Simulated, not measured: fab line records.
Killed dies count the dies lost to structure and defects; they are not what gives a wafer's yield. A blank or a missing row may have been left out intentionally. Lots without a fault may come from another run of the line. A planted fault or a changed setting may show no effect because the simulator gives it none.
Check of tool commonality    flow sky130    11 lots and 33 wafers in the sample

WHY THIS WAS OPENED
4 of 11 lots carry a flag on the reading SD_N_TW at SKY_SD_N_TW_MEAS_12. No-fault wafers: 3994, standard deviation 28.
Rule: a lot is flagged when every wafer of it that has a number lies more than 4 standard deviations from that mean, or none has a number. As for the other lots, they are considered sound.

lot   measured      on             SD_N_TW, wafer by wafer  flag
L612  day 29 20:00  film-metro-02  3988 3984 3981           
L616  day 30 18:00  film-metro-01  4015 3989 3988           
L615  day 30 19:33  film-metro-01  3983 3998 4005           
L618  day 30 21:25  film-metro-03  3957 3954 3978           
L617  day 30 22:31  film-metro-03  3989 3982 3985           
L619  day 31 11:54  film-metro-01  4041 4015 4034           
L620  day 31 15:53  film-metro-02  3982 4008 3988           
L625  day 33 03:28  film-metro-03  4415 4433 4407           FLAGGED
L626  day 33 13:40  film-metro-03  4429 4425 4432           FLAGGED
L627  day 34 11:39  film-metro-01  4488 4477 4494           FLAGGED
L628  day 34 19:50  film-metro-01  4491 4481 4518           FLAGGED
The numbers of the flagged lots are 4458 on average: +464 against the usual, or +17 standard deviations.

WHICH TOOL EACH LOT WENT THROUGH
The record holds 2 process steps before the reading, out of a route of 708 steps. In each cell: the tool, then ch and the chambers that the sampled wafers went through, then the start.
lot   flag     SKY_SD_N_IMPLANT_09              SKY_SD_N_STRIP_11
L612           implanter-03 ch 0, day 29 19:36  plasma-asher-03 ch 0, day 29 19:54
L616           implanter-04 ch 0, day 30 17:36  plasma-asher-03 ch 0,1, day 30 17:54
L615           implanter-03 ch 0, day 30 19:09  plasma-asher-03 ch 0,1, day 30 19:27
L618           implanter-03 ch 0, day 30 21:01  plasma-asher-03 ch 0,1, day 30 21:19
L617           implanter-01 ch 0, day 30 22:08  plasma-asher-03 ch 0,1, day 30 22:24
L619           implanter-04 ch 0, day 31 11:30  plasma-asher-01 ch 0,1, day 31 11:48
L620           implanter-03 ch 0, day 31 15:29  plasma-asher-01 ch 0,1, day 31 15:47
L625  FLAGGED  implanter-04 ch 0, day 33 03:07  plasma-asher-02 ch 0,1, day 33 03:22
L626  FLAGGED  implanter-04 ch 0, day 33 13:16  plasma-asher-01 ch 0,1, day 33 13:33
L627  FLAGGED  implanter-03 ch 0, day 34 11:17  plasma-asher-02 ch 0,1, day 34 11:34
L628  FLAGGED  implanter-01 ch 0, day 34 19:28  plasma-asher-02 ch 0,1, day 34 19:44
What is done by these steps:
- SKY_SD_N_IMPLANT_09
- SKY_SD_N_STRIP_11: strips in O2/N2.
- SKY_SD_N_TW_MEAS_12

FLAGGED AGAINST TOTAL, ONE TOOL AT A TIME (gauges that did the reading follow at the end)
step                 tool             lots run  flagged  share of the flagged lots  sound lots run after its first flagged lot
SKY_SD_N_IMPLANT_09  implanter-01     2         1        some                       0
SKY_SD_N_IMPLANT_09  implanter-03     5         1        some                       0
SKY_SD_N_IMPLANT_09  implanter-04     4         2        some                       0
SKY_SD_N_STRIP_11    plasma-asher-01  3         1        some                       0
SKY_SD_N_STRIP_11    plasma-asher-02  3         3        some                       0
SKY_SD_N_STRIP_11    plasma-asher-03  5         0        none                       -
SKY_SD_N_TW_MEAS_12  film-metro-01    5         2        some                       0
SKY_SD_N_TW_MEAS_12  film-metro-02    2         0        none                       -
SKY_SD_N_TW_MEAS_12  film-metro-03    4         2        some                       0

WHAT THE TABLE PERMITS
No row of the table ran every flagged lot.

WHAT HAD BEEN PUT IN BY THE SIMULATOR
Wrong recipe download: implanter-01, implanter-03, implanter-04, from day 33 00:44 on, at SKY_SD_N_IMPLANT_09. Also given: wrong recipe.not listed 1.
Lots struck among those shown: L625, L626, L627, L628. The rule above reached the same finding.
